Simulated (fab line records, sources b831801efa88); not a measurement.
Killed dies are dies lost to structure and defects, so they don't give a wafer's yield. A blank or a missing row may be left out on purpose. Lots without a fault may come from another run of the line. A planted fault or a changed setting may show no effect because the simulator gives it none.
fab line records | flow gf180mcu
record lots=5 wafers=15 last_day=34
route steps=602 shown CONTACT@301 M1@315 V1@335
lots that met no fault: from a run of the same line without faults
start_h: hours from the record's first day to the start of the lot's first wafer shown | wait_h: hours since the lot's step before | " the same as in the row above | L1.1+2: a row that stands for several wafers | - no value, or no start given | * or withheld: withheld | < > ~ a bound
route shown NAME@n: a module of which the file shows steps, and the number in the route of the first | usual: mean/standard deviation of fault-free wafers | same: alike in all rows | chamber/n: place in a boat | sites: the reading at each site | _std_site: their standard deviation | _edge_site: outer sites' mean less inner sites' | radius_mm: how far each site lies from the wafer's centre | mask NAME#n: copy n | behind: the tool/chamber that last shaped the wafer | hold: why the lot was held/for how many hours/how that ended | device: the transistor (n, p or np) that didn't switch | end of line: the same wafers' tests at the end of the route | a step without rows: its recipe alone | killed: dies lost to structure and defects at the first sort, not the wafer's yield | map: a wafer's dies, x killed, . not, _ none there
set.NAME: the setting as run; set.NAME@STEP: as run at that earlier step | model.NAME: the simulator's own value behind a step, which no gauge read
lots at some steps of the route; a table a step, a row a wafer
services: from which hour (start_h, from the record's first day; less than 0 if before it) a tool's chamber was out of use, for how many hours, and why
## steps
# step GF_CONTACT_CD_MEAS_14
# recipe target_cd_nm=220
# usual cd_nm=219.8/1.5
# columns lot.wafer tool chamber start_h wait_h cd_nm
L084.2 cd_sem-02 - 453.26 0.1 218.8
L084.3 " - " " 220.1
L084.5 " - " " 219.8
L085.3 cd_sem-01 - 459.43 0.1 218.2
L085.4 " - " " 219.3
L085.5 " - " " 219.6
L089.1 cd_sem-01 - 498.09 0.1 220.2
L089.3 " - " " 220.0
L089.4 " - " " 219.2
L096.3 cd_sem-02 - 549.23 0.1 219.6
L096.5 " - " " 219.5
L096.6 " - " " 219.9
L097.3 cd_sem-02 - 552.68 0.1 222.0
L097.4 " - " " 221.1
L097.5 " - " " 222.2
# step GF_CONTACT_OVL_MEAS_15
# usual CONTACT_OVL=-3/6.4
# columns lot.wafer tool chamber start_h wait_h CONTACT_OVL[nm]
L084.2 overlay-02 - 453.36 0.1 3
L084.3 " - " " -2
L084.5 " - " " 5
L085.3 overlay-01 - 459.52 0.1 -17
L085.4 " - " " -21
L085.5 " - " " -16
L089.1 overlay-01 - 498.21 0.1 4
L089.3 " - " " 3
L089.4 " - " " 8
L096.3 overlay-01 - 549.32 0.1 5
L096.5 " - " " 3
L096.6 " - " " 0
L097.3 overlay-01 - 552.77 0.1 -6
L097.4 " - " " -4
L097.5 " - " " -6
# step GF_CONTACT_ETCH_16
# recipe chemistry=N2/H2 target_depth_a=withheld overetch_a=withheld time_s=withheld target=BARC ion_energy_ev=200 source_w=500 bias_w=100 pressure_mtorr=30 n2_flow_sccm=100 h2_flow_sccm=200
# usual drypump_motor_current_A=5.8/0.42 oes_product_au=0.855/0.005 throttle_valve_pct=13.225/0.0088
# columns lot.wafer tool chamber start_h wait_h drypump_motor_current_A oes_product_au throttle_valve_pct
L084.2 rie_diel-04 1 453.39 0.0 5.3 0.856 13.219
L084.3 " 2 " " 5.7 0.851 13.241
L084.5 " 2 " " 5.7 0.859 13.229
L085.3 rie_diel-02 3 459.54 0.0 5.6 0.846 13.218
L085.4 " 2 " " 5.9 0.858 13.232
L085.5 " 0 " " 6.5 0.853 13.210
L089.1 rie_diel-02 0 498.24 0.0 6.4 0.855 13.220
L089.3 " 3 " " 5.7 0.856 13.216
L089.4 " 2 " " 5.9 0.855 13.231
L096.3 rie_diel-03 0 549.34 0.0 6.2 0.868 13.229
L096.5 " 2 " " 5.9 0.868 13.232
L096.6 " 1 " " 5.9 0.859 13.230
L097.3 rie_diel-03 1 552.79 0.0 5.9 0.847 13.230
L097.4 " 1 " " 5.9 0.859 13.203
L097.5 " 2 " " 5.9 0.854 13.243
# step GF_CONTACT_ETCH_17
# recipe chemistry=C4F8/O2/Ar mask_material=KrF target=SiO2 stop_on=CoSi2 source_w=1500 bias_w=1200 pressure_mtorr=40 c4f8_flow_sccm=withheld O2_flow_sccm=6 Ar_flow_sccm=300 time_s=withheld target_depth_a=8600
# usual oes_product_au=0.814/0.0046
# columns lot.wafer tool chamber start_h wait_h oes_product_au
L084.2 rie_diel-04 1 - - 0.810
L084.3 " 2 " " 0.810
L084.5 " 2 " " 0.813
L085.3 rie_diel-02 3 - - 0.811
L085.4 " 2 " " 0.808
L085.5 " 0 " " 0.818
L089.1 rie_diel-02 0 - - 0.820
L089.3 " 3 " " 0.818
L089.4 " 2 " " 0.817
L096.3 rie_diel-03 0 - - 0.822
L096.5 " 2 " " 0.809
L096.6 " 1 " " 0.810
L097.3 rie_diel-03 1 - - 0.814
L097.4 " 1 " " 0.814
L097.5 " 2 " " 0.813
# step GF_CONTACT_STRIP_18
# recipe chemistry=O2/N2 power_w=1400 pressure_mtorr=1500 platen_temp_c=250 o2_flow_sccm=3000 n2_flow_sccm=300 overash_fraction=0.5
# usual drypump_motor_current_A=5.7/0.34 heater_power_w=363/61 oes_product_au=0.580/0.0054
# columns lot.wafer tool chamber start_h wait_h drypump_motor_current_A heater_power_w oes_product_au rf_hours_counter_h
L084.2 plasma_asher-02 1 453.56 - 5.3 327 0.592 84
L084.3 " 1 " " 5.3 324 0.573 -
L084.5 " 1 " " 5.3 316 0.585 -
L085.3 plasma_asher-02 0 459.74 - 6.0 307 0.592 -
L085.4 " 1 " " 5.3 333 0.576 -
L085.5 " 1 " " 5.3 330 0.577 -
L089.1 plasma_asher-04 0 498.41 - 5.6 319 0.583 38
L089.3 " 1 " " 5.4 370 0.580 -
L089.4 " 0 " " 5.7 320 0.585 -
L096.3 plasma_asher-02 0 549.54 - 6.0 300 0.583 -
L096.5 " 1 " " 5.3 328 0.586 -
L096.6 " 0 " " 6.0 300 0.580 -
L097.3 plasma_asher-02 1 552.99 - 5.3 325 0.576 -
L097.4 " 0 " " 6.0 309 0.578 -
L097.5 " 1 " " 5.3 323 0.579 -
# step GF_CONTACT_CLEAN_19
# recipe chemistry=SPM
# columns lot.wafer tool chamber start_h wait_h
L084.2+3+5 wet_bench-04 2 453.66 0.1
L085.3+4+5 wet_bench-01 2 459.81 0.0
L089.1+3+4 wet_bench-01 2 498.51 0.1
L096.3+5+6 wet_bench-03 3 549.60 0.0
L097.3+4+5 wet_bench-03 1 553.05 0.0
# step GF_CONTACT_CLEAN_20
# recipe chemistry=DIW
# columns lot.wafer tool chamber start_h wait_h
L084.2+3+5 wet_bench-01 1 453.75 0.0
L085.3+4+5 wet_bench-04 1 459.90 0.0
L089.1+3+4 wet_bench-04 2 498.60 0.0
L096.3+5+6 wet_bench-04 3 549.70 0.0
L097.3+4+5 wet_bench-01 3 553.15 0.0
# step GF_CONTACT_CLEAN_21
# recipe chemistry=dHF time_s=20 dilution=100:1 dry=ipa_marangoni
# columns lot.wafer tool chamber start_h wait_h
L084.2+3+5 wet_bench-03 1 453.84 0.0
L085.3+4+5 wet_bench-03 1 459.99 0.0
L089.1+3+4 wet_bench-01 0 498.69 0.0
L096.3+5+6 wet_bench-01 3 549.80 0.0
L097.3+4+5 wet_bench-04 1 553.26 0.0
# step GF_CONTACT_SPUTTER_22
# recipe material=Ti target_thk_nm=15 chamber_pressure_pa=5 power_w=2500 substrate_temp_c=200 time_s=80.02
# usual throttle_valve_pct=30.5/0.99
# columns lot.wafer tool chamber start_h wait_h throttle_valve_pct
L084.2 pvd_sputter-01 - 453.85 0.0 31.1
L084.3 " - " " 31.0
L084.5 " - " " 30.8
L085.3 pvd_sputter-04 - 460.00 0.0 28.5
L085.4 " - " " 29.6
L085.5 " - " " 29.9
L089.1 pvd_sputter-04 - 498.70 0.0 31.0
L089.3 " - " " 30.1
L089.4 " - " " 29.7
L096.3 pvd_sputter-01 - 549.82 0.0 30.1
L096.5 " - " " 30.1
L096.6 " - " " 30.8
L097.3 pvd_sputter-01 - 553.28 0.0 30.9
L097.4 " - " " 29.3
L097.5 " - " " 30.1
# step GF_CONTACT_SPUTTER_23
# recipe material=TiN target_thk_nm=10 chamber_pressure_pa=5 power_w=4000 time_s=40
# usual throttle_valve_pct=30.5/0.96
# columns lot.wafer tool chamber start_h wait_h throttle_valve_pct
L084.2 pvd_sputter-01 - 453.92 0.0 31.2
L084.3 " - " " 31.0
L084.5 " - " " 30.8
L085.3 pvd_sputter-04 - 460.06 0.0 28.4
L085.4 " - " " 29.9
L085.5 " - " " 29.9
L089.1 pvd_sputter-04 - 498.76 0.0 30.9
L089.3 " - " " 30.3
L089.4 " - " " 30.1
L096.3 pvd_sputter-01 - 549.88 0.0 30.1
L096.5 " - " " 29.9
L096.6 " - " " 30.7
L097.3 pvd_sputter-01 - 553.34 0.0 31.0
L097.4 " - " " 29.3
L097.5 " - " " 30.3
# step GF_CONTACT_CVD_24
# recipe material=W target_thk_nm=300 time_s=90.339 temp_c=400 pressure_torr=40
# usual heater_power_w=828/38
# columns lot.wafer tool chamber start_h wait_h heater_power_w
L084.2 cvd_w-02 0 453.95 0.0 804
L084.3 " 0 " " 829
L084.5 " 0 " " 839
L085.3 cvd_w-02 1 460.14 0.1 796
L085.4 " 0 " " 809
L085.5 " 0 " " 814
L089.1 cvd_w-01 0 498.80 0.0 824
L089.3 " 0 " " 844
L089.4 " 1 " " 858
L096.3 cvd_w-02 0 549.95 0.1 823
L096.5 " 0 " " 827
L096.6 " 1 " " 764
L097.3 cvd_w-02 1 553.41 0.1 801
L097.4 " 0 " " 799
L097.5 " 1 " " 787
# step GF_CONTACT_RS_MEAS_25
# recipe thk_meas_gauge=four-point-probe reads=W_of_CONTACT_CVD_24+TiN_of_CONTACT_SPUTTER_23+Ti_of_CONTACT_SPUTTER_22
# usual CONTACT_W_RS=0.381/0.0038
# columns lot.wafer tool chamber start_h wait_h CONTACT_W_RS[ohm/sq]
L084.2 film_metro-02 - 454.07 0.1 0.377
L084.3 " - " " 0.380
L084.5 " - " " 0.379
L085.3 film_metro-04 - 460.24 0.1 0.387
L085.4 " - " " 0.387
L085.5 " - " " 0.390
L089.1 film_metro-02 - 498.90 0.1 0.383
L089.3 " - " " 0.382
L089.4 " - " " 0.387
L096.3 film_metro-04 - 550.06 0.1 0.384
L096.5 " - " " 0.386
L096.6 " - " " 0.382
L097.3 film_metro-04 - 553.52 0.1 0.381
L097.4 " - " " 0.381
L097.5 " - " " 0.379
# step GF_CONTACT_THK_MEAS_26
# recipe thk_meas_gauge=xrf reads=W_of_CONTACT_CVD_24
# usual CONTACT_W_THK=319/4.4
# columns lot.wafer tool chamber start_h wait_h CONTACT_W_THK[nm]
L084.2 film_metro-02 - 454.18 0.1 320
L084.3 " - " " 319
L084.5 " - " " 321
L085.3 film_metro-04 - 460.34 0.1 312
L085.4 " - " " 313
L085.5 " - " " 311
L089.1 film_metro-02 - 499.02 0.1 317
L089.3 " - " " 316
L089.4 " - " " 312
L096.3 film_metro-04 - 550.16 0.1 312
L096.5 " - " " 310
L096.6 " - " " 313
L097.3 film_metro-04 - 553.62 0.1 317
L097.4 " - " " 317
L097.5 " - " " 319
# step GF_CONTACT_CMP_27
# recipe stop_on=SiO2 down_force_psi=3.5 platen_rpm=60 t_overpolish_s=15 target_thk_nm=0 pad_velocity_m_s=0.94248
# usual motor_current_A=11.1/1.3 overpolish_run_s=14.999/0.0093 time_to_endpoint_s=73/3.4
# columns lot.wafer tool chamber start_h wait_h motor_current_A overpolish_run_s time_to_endpoint_s
L084.3 cmp-01 1 454.23 0.0 10.4 14.999 72
L084.2 " 2 " " 11.4 14.990 69
L084.5 " 2 " " 11.5 15.002 73
L085.3 cmp-01 2 460.43 0.1 12.0 15.005 71
L085.4 " 0 " " 12.8 14.989 68
L085.5 " 2 " " 11.3 14.988 74
L089.4 cmp-01 1 499.15 0.1 9.4 15.004 72
L089.1 " 2 " " 11.2 14.994 73
L089.3 " 3 " " 8.9 14.982 72
L096.3 cmp-02 1 550.25 0.1 11.7 15.005 77
L096.5 " 0 " " 11.0 14.991 75
L096.6 " 1 " " 11.9 14.998 78
L097.3 cmp-01 1 553.76 0.1 9.3 15.008 73
L097.4 " 2 " " 11.2 14.984 73
L097.5 " 0 " " 12.7 14.980 71
# step GF_M1_SPUTTER_00
# recipe material=Ti target_thk_nm=37.5 arriving_ion_energy_ev=80 substrate_temp_c=200 chamber_pressure_pa=2 power_w=4000 time_s=150
# usual throttle_valve_pct=30.0/0.82
# columns lot.wafer tool chamber start_h wait_h throttle_valve_pct
L084.2 pvd_sputter-04 - 454.53 0.2 30.2
L084.3 " - " " 28.1
L084.5 " - " " 30.3
L085.3 pvd_sputter-02 - 460.68 0.2 30.3
L085.4 " - " " 29.5
L085.5 " - " " 30.2
L089.1 pvd_sputter-02 - 499.45 0.2 29.7
L089.3 " - " " 30.3
L089.4 " - " " 30.1
L096.3 pvd_sputter-04 - 550.50 0.2 29.9
L096.5 " - " " 28.4
L096.6 " - " " 30.1
L097.3 pvd_sputter-04 - 553.96 0.1 29.7
L097.4 " - " " 31.2
L097.5 " - " " 29.9
# step GF_M1_SPUTTER_01
# recipe material=TiN target_thk_nm=30 power_w=6500 time_s=25 chamber_pressure_pa=0.4
# usual throttle_valve_pct=30.0/0.81
# columns lot.wafer tool chamber start_h wait_h throttle_valve_pct
L084.2 pvd_sputter-04 - 454.63 0.1 30.0
L084.3 " - " " 28.2
L084.5 " - " " 30.2
L085.3 pvd_sputter-02 - 460.78 0.1 30.3
L085.4 " - " " 29.7
L085.5 " - " " 30.2
L089.1 pvd_sputter-02 - 499.55 0.1 29.6
L089.3 " - " " 30.7
L089.4 " - " " 30.2
L096.3 pvd_sputter-04 - 550.60 0.1 29.9
L096.5 " - " " 28.2
L096.6 " - " " 30.4
L097.3 pvd_sputter-04 - 554.06 0.1 29.8
L097.4 " - " " 30.9
L097.5 " - " " 29.9
# step GF_M1_SPUTTER_02
# recipe material=AlCu target_thk_nm=450 power_w=10600 time_s=23.9 chamber_pressure_pa=0.4
# usual throttle_valve_pct=30.1/0.8
# columns lot.wafer tool chamber start_h wait_h throttle_valve_pct
L084.2 pvd_sputter-04 - 454.67 0.0 30.3
L084.3 " - " " 28.2
L084.5 " - " " 30.1
L085.3 pvd_sputter-02 - 460.81 0.0 30.1
L085.4 " - " " 29.6
L085.5 " - " " 30.1
L089.1 pvd_sputter-02 - 499.58 0.0 29.6
L089.3 " - " " 30.4
L089.4 " - " " 30.0
L096.3 pvd_sputter-04 - 550.63 0.0 29.8
L096.5 " - " " 28.5
L096.6 " - " " 30.1
L097.3 pvd_sputter-04 - 554.09 0.0 29.7
L097.4 " - " " 31.1
L097.5 " - " " 29.7
# step GF_M1_SPUTTER_03
# recipe material=Ti target_thk_nm=10 substrate_temp_c=300 chamber_pressure_pa=0.3 power_w=3000 time_s=6.7
# usual throttle_valve_pct=30.0/0.81
# columns lot.wafer tool chamber start_h wait_h throttle_valve_pct
L084.2 pvd_sputter-04 - 454.70 0.0 30.1
L084.3 " - " " 28.3
L084.5 " - " " 30.1
L085.3 pvd_sputter-02 - 460.84 0.0 30.4
L085.4 " - " " 29.9
L085.5 " - " " 30.0
L089.1 pvd_sputter-02 - 499.61 0.0 29.5
L089.3 " - " " 30.5
L089.4 " - " " 30.4
L096.3 pvd_sputter-04 - 550.66 0.0 29.9
L096.5 " - " " 28.1
L096.6 " - " " 30.2
L097.3 pvd_sputter-04 - 554.12 0.0 29.7
L097.4 " - " " 31.1
L097.5 " - " " 30.0
# step GF_M1_SPUTTER_04
# recipe material=TiN target_thk_nm=50 power_w=6500 time_s=41.7 chamber_pressure_pa=0.4
# usual throttle_valve_pct=30.0/0.81
# columns lot.wafer tool chamber start_h wait_h throttle_valve_pct
L084.2 pvd_sputter-04 - 454.72 0.0 29.8
L084.3 " - " " 28.4
L084.5 " - " " 30.0
L085.3 pvd_sputter-02 - 460.86 0.0 30.2
L085.4 " - " " 29.7
L085.5 " - " " 30.1
L089.1 pvd_sputter-02 - 499.63 0.0 29.6
L089.3 " - " " 30.6
L089.4 " - " " 30.1
L096.3 pvd_sputter-04 - 550.68 0.0 29.7
L096.5 " - " " 28.3
L096.6 " - " " 29.9
L097.3 pvd_sputter-04 - 554.14 0.0 29.9
L097.4 " - " " 30.9
L097.5 " - " " 29.9
# step GF_M1_RS_MEAS_05
# recipe thk_meas_gauge=four-point-probe reads=TiN_of_M1_SPUTTER_04+Ti_of_M1_SPUTTER_03+AlCu_of_M1_SPUTTER_02+TiN_of_M1_SPUTTER_01+Ti_of_M1_SPUTTER_00
# usual M1_ALCU_RS=0.0694/0.00073
# columns lot.wafer tool chamber start_h wait_h M1_ALCU_RS[ohm/sq]
L084.2 film_metro-04 - 454.78 0.0 0.0693
L084.3 " - " " 0.0697
L084.5 " - " " 0.0700
L085.3 film_metro-01 - 460.94 0.1 0.0704
L085.4 " - " " 0.0704
L085.5 " - " " 0.0705
L089.1 film_metro-01 - 499.67 0.0 0.0692
L089.3 " - " " 0.0696
L089.4 " - " " 0.0693
L096.3 film_metro-04 - 550.76 0.1 0.0693
L096.5 " - " " 0.0682
L096.6 " - " " 0.0680
L097.3 film_metro-01 - 554.22 0.1 0.0698
L097.4 " - " " 0.0700
L097.5 " - " " 0.0698
# step GF_M1_THK_MEAS_06
# recipe thk_meas_gauge=xrf reads=AlCu_of_M1_SPUTTER_02
# usual M1_ALCU_THK=447/5.9
# columns lot.wafer tool chamber start_h wait_h M1_ALCU_THK[nm]
L084.2 film_metro-04 - 454.89 0.1 451
L084.3 " - " " 448
L084.5 " - " " 448
L085.3 film_metro-01 - 461.04 0.1 441
L085.4 " - " " 440
L085.5 " - " " 439
L089.1 film_metro-01 - 499.79 0.1 448
L089.3 " - " " 442
L089.4 " - " " 447
L096.3 film_metro-04 - 550.86 0.1 453
L096.5 " - " " 459
L096.6 " - " " 460
L097.3 film_metro-01 - 554.32 0.1 440
L097.4 " - " " 441
L097.5 " - " " 441
# step GF_M1_DEHYDRATE_07
# recipe temp_c=200 time_s=60
# usual chill_plate_temp_C=22.99/0.096
# columns lot.wafer tool chamber start_h wait_h chill_plate_temp_C
L084.2 litho_track-03 0 467.05 12.2 23.06
L084.3 " 0 " " 23.03
L084.5 " 0 " " 22.90
L085.3 litho_track-01 0 472.51 11.5 22.92
L085.4 " 0 " " 23.08
L085.5 " 0 " " 23.03
L089.1 litho_track-02 0 510.74 10.9 23.12
L089.3 " 0 " " 23.04
L089.4 " 0 " " 23.05
L096.3 litho_track-01 0 561.41 10.5 22.94
L096.5 " 0 " " 23.00
L096.6 " 0 " " 23.03
L097.3 litho_track-01 0 564.86 10.5 22.82
L097.4 " 0 " " 22.73
L097.5 " 0 " " 22.89
# step GF_M1_HMDS_08
# recipe prime_time_s=60 prime_temp_c=120
# usual chill_plate_temp_C=23.01/0.11
# columns lot.wafer tool chamber start_h wait_h chill_plate_temp_C
L084.2 litho_track-03 0 467.20 0.1 23.03
L084.3 " 0 " " 23.18
L084.5 " 0 " " 23.02
L085.3 litho_track-01 0 472.66 0.1 23.03
L085.4 " 0 " " 22.98
L085.5 " 0 " " 22.99
L089.1 litho_track-02 0 510.89 0.1 23.14
L089.3 " 0 " " 23.07
L089.4 " 0 " " 22.97
L096.3 litho_track-01 0 561.56 0.1 23.01
L096.5 " 0 " " 23.12
L096.6 " 0 " " 23.08
L097.3 litho_track-01 0 565.01 0.1 22.86
L097.4 " 0 " " 22.98
L097.5 " 0 " " 23.04
# step GF_M1_COAT_09
# recipe resist=KrF spin_rpm=withheld resist_thk_nm=1000
# usual chill_plate_temp_C=22.98/0.11
# columns lot.wafer tool chamber start_h wait_h chill_plate_temp_C
L084.2 litho_track-03 0 467.35 0.1 23.03
L084.3 " 0 " " 23.02
L084.5 " 0 " " 23.28
L085.3 litho_track-01 0 472.81 0.1 23.08
L085.4 " 0 " " 22.97
L085.5 " 0 " " 23.15
L089.1 litho_track-02 0 511.04 0.1 23.16
L089.3 " 0 " " 22.98
L089.4 " 0 " " 23.12
L096.3 litho_track-01 0 561.71 0.1 23.03
L096.5 " 0 " " 23.09
L096.6 " 0 " " 23.12
L097.3 litho_track-01 0 565.16 0.1 23.06
L097.4 " 0 " " 22.92
L097.5 " 0 " " 23.11
# step GF_M1_SOFTBAKE_10
# recipe temp_c=130 time_s=60 resist=KrF
# usual chill_plate_temp_C=22.99/0.096
# columns lot.wafer tool chamber start_h wait_h chill_plate_temp_C
L084.2 litho_track-03 0 467.50 0.1 23.24
L084.3 " 0 " " 23.12
L084.5 " 0 " " 23.28
L085.3 litho_track-01 0 472.96 0.1 22.97
L085.4 " 0 " " 22.94
L085.5 " 0 " " 22.97
L089.1 litho_track-02 0 511.19 0.1 23.04
L089.3 " 0 " " 22.97
L089.4 " 0 " " 23.09
L096.3 litho_track-01 0 561.86 0.1 22.94
L096.5 " 0 " " 23.08
L096.6 " 0 " " 23.00
L097.3 litho_track-01 0 565.31 0.1 23.08
L097.4 " 0 " " 22.93
L097.5 " 0 " " 23.07
# step GF_M1_EXPOSE_11
# recipe mask_id=Metal1 target_cd_nm=230 na=0.68 source_shape=conventional sigma_outer=0.6 dose_mj=28
# usual reticle_temp_C=22.99/0.11
# same na=0.68
# columns lot.wafer tool chamber start_h wait_h mask reticle_temp_C
L084.2 krf_scanner-01 0 - - Metal1#0 22.97
L084.3 " 0 " " Metal1#0 22.81
L084.5 " 0 " " Metal1#0 23.04
L085.3 krf_scanner-02 0 - - Metal1#0 22.76
L085.4 " 0 " " Metal1#0 22.92
L085.5 " 0 " " Metal1#0 22.88
L089.1 krf_scanner-01 0 - - Metal1#0 22.98
L089.3 " 0 " " Metal1#0 23.04
L089.4 " 0 " " Metal1#0 23.03
L096.3 krf_scanner-01 0 - - Metal1#0 22.94
L096.5 " 0 " " Metal1#0 23.02
L096.6 " 0 " " Metal1#0 22.93
L097.3 krf_scanner-01 0 - - Metal1#0 22.95
L097.4 " 0 " " Metal1#0 22.95
L097.5 " 0 " " Metal1#0 23.01
# step GF_M1_PEB_12
# recipe peb_temp_c=135 peb_time_s=90 resist=KrF
# usual chill_plate_temp_C=23.00/0.11
# columns lot.wafer tool chamber start_h wait_h chill_plate_temp_C
L084.2 litho_track-02 0 - - 22.99
L084.3 " 0 " " 22.85
L084.5 " 0 " " 22.98
L085.3 litho_track-02 0 - - 23.00
L085.4 " 0 " " 22.92
L085.5 " 0 " " 22.98
L089.1 litho_track-02 0 - - 23.00
L089.3 " 0 " " 22.95
L089.4 " 0 " " 23.06
L096.3 litho_track-03 0 - - 22.86
L096.5 " 0 " " 23.07
L096.6 " 0 " " 23.03
L097.3 litho_track-01 0 - - 22.98
L097.4 " 0 " " 23.05
L097.5 " 0 " " 23.10
# step GF_M1_DEVELOP_13
# recipe develop_time_s=60 dev_temp_c=21
# usual chill_plate_temp_C=23.01/0.1
# columns lot.wafer tool chamber start_h wait_h chill_plate_temp_C
L084.2 litho_track-02 0 478.96 0.2 22.86
L084.3 " 0 " " 22.87
L084.5 " 0 " " 22.83
L085.3 litho_track-02 0 484.19 0.1 22.86
L085.4 " 0 " " 22.94
L085.5 " 0 " " 22.89
L089.1 litho_track-02 0 522.54 0.2 23.07
L089.3 " 0 " " 22.98
L089.4 " 0 " " 22.89
L096.3 litho_track-03 0 573.02 0.1 23.15
L096.5 " 0 " " 22.98
L096.6 " 0 " " 22.91
L097.3 litho_track-01 0 575.96 0.1 23.07
L097.4 " 0 " " 22.90
L097.5 " 0 " " 22.99
# step GF_M1_CD_MEAS_14
# recipe target_cd_nm=230
# usual cd_nm=230.1/1.4
# columns lot.wafer tool chamber start_h wait_h cd_nm
L084.2 cd_sem-01 - 479.11 0.1 228.2
L084.3 " - " " 228.0
L084.5 " - " " 227.1
L085.3 cd_sem-01 - 484.34 0.1 228.2
L085.4 " - " " 229.7
L085.5 " - " " 229.9
L089.1 cd_sem-02 - 522.69 0.1 227.5
L089.3 " - " " 227.9
L089.4 " - " " 229.0
L096.3 cd_sem-01 - 573.16 0.1 233.3
L096.5 " - " " 232.2
L096.6 " - " " 231.1
L097.3 cd_sem-01 - 576.10 0.1 230.6
L097.4 " - " " 230.8
L097.5 " - " " 230.7
# step GF_M1_OVL_MEAS_15
# usual M1_OVL=0/5.2
# columns lot.wafer tool chamber start_h wait_h M1_OVL[nm]
L084.2 overlay-02 - 479.21 0.1 1
L084.3 " - " " 2
L084.5 " - " " 0
L085.3 overlay-01 - 484.43 0.1 0
L085.4 " - " " -3
L085.5 " - " " -10
L089.1 overlay-02 - 522.81 0.1 2
L089.3 " - " " -3
L089.4 " - " " 6
L096.3 overlay-02 - 573.26 0.1 6
L096.5 " - " " 7
L096.6 " - " " 9
L097.3 overlay-02 - 576.19 0.1 -3
L097.4 " - " " -1
L097.5 " - " " -5
# step GF_M1_METAL_ETCH_16
# recipe chemistry=Cl2/BCl3 mask_material=KrF target_depth_nm=750.8 stop_on=SiO2 pressure_mtorr=8 icp_w=800 bias_w=140 Cl2_flow_sccm=80 bcl3_flow_sccm=40 time_s=125.1
# usual drypump_motor_current_A=5.9/0.53 oes_product_au=0.990/0.006 throttle_valve_pct=28.230/0.0097
# columns lot.wafer tool chamber start_h wait_h drypump_motor_current_A oes_product_au rf_hours_counter_h throttle_valve_pct
L084.2 rie_metal-04 0 479.24 0.0 5.6 0.987 0.0 28.230
L084.3 " 1 " " 5.7 0.993 - 28.233
L084.5 " 1 " " 5.8 0.995 - 28.217
L085.3 rie_metal-01 0 484.50 0.1 4.9 0.990 - 28.225
L085.4 " 1 " " 5.8 0.985 - 28.237
L085.5 " 0 " " 5.0 0.983 - 28.236
L089.1 rie_metal-01 1 522.84 0.0 5.8 0.993 10.1 28.233
L089.3 " 0 " " 5.0 0.993 - 28.225
L089.4 " 1 " " 5.8 0.986 - 28.228
L096.3 rie_metal-04 1 573.32 0.1 5.7 0.992 - 28.234
L096.5 " 1 " " 5.7 0.995 - 28.240
L096.6 " 0 " " 5.5 0.991 - 28.215
L097.3 rie_metal-02 0 576.26 0.1 6.5 0.993 - 28.237
L097.4 " 1 " " 6.3 0.978 - 28.235
L097.5 " 1 " " 6.4 0.990 - 28.231
# step GF_M1_STRIP_17
# recipe chemistry=O2/N2 power_w=1400 pressure_mtorr=1500 platen_temp_c=250 o2_flow_sccm=3000 n2_flow_sccm=300 overash_fraction=0.5
# usual drypump_motor_current_A=5.60/0.24 heater_power_w=331/26 oes_product_au=0.538/0.0054 strip_time_to_endpoint_s=7.40/0.049
# columns lot.wafer tool chamber start_h wait_h drypump_motor_current_A heater_power_w oes_product_au rf_hours_counter_h strip_time_to_endpoint_s
L084.2 plasma_asher-03 0 479.37 0.1 5.79 326 0.533 70 7.33
L084.3 " 1 " " 5.49 318 0.534 - 7.32
L084.5 " 1 " " 5.53 324 0.537 - 7.33
L085.3 plasma_asher-03 1 484.61 0.1 5.50 327 0.536 - 7.37
L085.4 " 0 " " 5.80 334 0.541 - 7.41
L085.5 " 1 " " 5.54 317 0.544 - 7.42
L089.1 plasma_asher-02 1 522.97 0.1 5.30 324 0.550 93 7.36
L089.3 " 1 " " 5.30 326 0.537 - 7.44
L089.4 " 0 " " 6.00 310 0.534 - 7.42
L096.3 plasma_asher-04 0 573.44 0.1 5.64 316 0.536 - 7.46
L096.5 " 1 " " 5.39 374 0.535 - 7.38
L096.6 " 0 " " 5.65 320 0.537 - 7.36
L097.3 plasma_asher-02 0 576.38 0.1 6.02 298 0.536 - 7.41
L097.4 " 1 " " 5.28 324 0.537 - 7.46
L097.5 " 0 " " 6.01 315 0.539 - 7.48
# step GF_M1_STRIP_18
# recipe chemistry=post_etch_residue_remover time_s=1200 temp_c=72.5
# usual temp_c=72.53/0.13
# columns lot.wafer tool chamber start_h wait_h temp_c
L084.2 wet_bench-03 0 479.47 0.1 72.57
L084.3 " 0 " " 72.41
L084.5 " 0 " " 72.42
L085.3 wet_bench-01 3 484.68 0.0 72.45
L085.4 " 3 " " 72.42
L085.5 " 3 " " 72.47
L089.1 wet_bench-03 3 523.07 0.1 72.35
L089.3 " 3 " " 72.44
L089.4 " 3 " " 72.44
L096.3 wet_bench-03 2 573.51 0.0 72.56
L096.5 " 2 " " 72.74
L096.6 " 2 " " 72.51
L097.3 wet_bench-01 3 576.45 0.0 72.38
L097.4 " 3 " " 72.33
L097.5 " 3 " " 72.55
# step GF_M1_CLEAN_19
# recipe chemistry=DIW dry=n2_spin
# columns lot.wafer tool chamber start_h wait_h
L084.2+3+5 wet_bench-02 3 479.81 0.0
L085.3+4+5 wet_bench-02 1 485.02 0.0
L089.1+3+4 wet_bench-01 0 523.44 0.0
L096.3+5+6 wet_bench-01 3 573.85 0.0
L097.3+4+5 wet_bench-02 1 576.85 0.0
# step GF_V1_CVD_00
# recipe material=SiO2 target_thk_nm=600 sigma_open_frac=0.3 temp_c=400 time_s=100 sih4_flow_sccm=60 pressure_mtorr=6
# columns lot.wafer tool chamber start_h wait_h
L084.2+3+5 hdpcvd-01 2,1,2 479.91 0.0
L085.3+4+5 hdpcvd-01 0,2,1 485.11 0.0
L089.1+3+4 hdpcvd-01 0,1,0 523.54 0.0
L096.3+5+6 hdpcvd-01 2,2,1 573.96 0.0
L097.3+4+5 hdpcvd-02 1,1,2 576.95 0.0
## services
# columns tool chamber start_h hours kind
rie_metal-04 0 440.56 12.5 repair
rie_diel-04 3 450.30 23.5 repair
cmp-01 - 458.60 0.4 repair
cmp-01 - 462.32 3.3 repair
plasma_asher-03 - 464.26 4.4 repair
hdpcvd-01 - 465.72 0.9 repair
rie_diel-02 3 469.66 2.6 repair
rie_diel-04 2 469.76 24.6 repair
krf_scanner-01 - 470.13 1.3 pm
rie_diel-03 2 480.79 11.2 repair
pvd_sputter-04 - 481.07 9.6 repair
rie_diel-03 - 505.94 14.6 pm
pvd_sputter-01 - 521.47 1.5 repair
krf_scanner-01 - 525.45 0.2 repair
krf_scanner-01 - 534.31 4.6 repair
krf_scanner-01 - 538.94 1.0 pm
hdpcvd-01 - 539.25 15.0 pm
krf_scanner-01 - 550.22 2.1 repair
rie_diel-03 0 550.58 10.4 repair
hdpcvd-01 - 556.69 0.9 repair
cmp-01 - 557.90 4.6 repair
rie_diel-02 3 559.61 7.5 repair
cmp-01 - 564.30 3.7 pm
cmp-01 - 572.00 4.0 pm
## key
fault none
